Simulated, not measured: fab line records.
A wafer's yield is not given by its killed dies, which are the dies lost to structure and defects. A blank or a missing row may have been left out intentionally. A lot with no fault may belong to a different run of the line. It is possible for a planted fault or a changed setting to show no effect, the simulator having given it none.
2 desks, one fault | flow sfq line | numbers are kept per desk, each desk with only its own; the story behind them comes last

TOOL OWNER'S DESK, litho track-01
The tool's own readings at SFQ_TRILAYER_JJ_CE_LITHO_COAT_119 (resist thk 62 nm): means of the sampled wafers that have a number, for each lot that ran on this tool. Marked OUT: a lot whose mean sits more than 4 standard deviations from the usual mean, which makes it out of limits; the brackets give that distance.
Columns: A = resist line temp C at SFQ_TRILAYER_JJ_CE_LITHO_COAT_119, usual 23.02 C
lot  | first seen here | A
L314 | day 56 06:51    | 23.15
L315 | day 56 08:23    | 22.90
L320 | day 57 02:24    | 23.04
This desk's finding: nothing out of limits on any of the 3 lots.

THE METROLOGY DESK
What the gauges read, lot by lot, whatever tool the lot ran on: means of the sampled wafers that have a number. Marked OUT: a lot whose mean sits more than 4 standard deviations from the usual mean, which makes it out of limits; the brackets give that distance.
Columns: A = I4_OVL at SFQ_I4_OVL_MEAS_928, usual 0 nm; B = JJ_NB_RS at SFQ_JJ_RS_MEAS_929, usual 1.055 ohm/sq; C = J5_OVL at SFQ_JJ_OVL_MEAS_931, usual 0 nm
lot  | first seen here | A | B     | C
L312 | day 55 19:14    | 2 | 1.071 | 1
L314 | day 56 03:52    | 3 | 1.049 | -6
L315 | day 56 06:02    | 9 | 1.056 | 5
L320 | day 57 00:02    | 1 | 1.057 | 3
L325 | day 57 07:15    | 1 | 1.051 | -1
L331 | day 63 14:07    | 4 | 1.063 | -1
This desk's finding: nothing out of limits on any of the 6 lots.

ALL TOGETHER
Nothing out of limits was seen by the tool owner's desk.
Metrology desk: nothing out of limits seen.

WHAT HAD BEEN PUT IN BY THE SIMULATOR
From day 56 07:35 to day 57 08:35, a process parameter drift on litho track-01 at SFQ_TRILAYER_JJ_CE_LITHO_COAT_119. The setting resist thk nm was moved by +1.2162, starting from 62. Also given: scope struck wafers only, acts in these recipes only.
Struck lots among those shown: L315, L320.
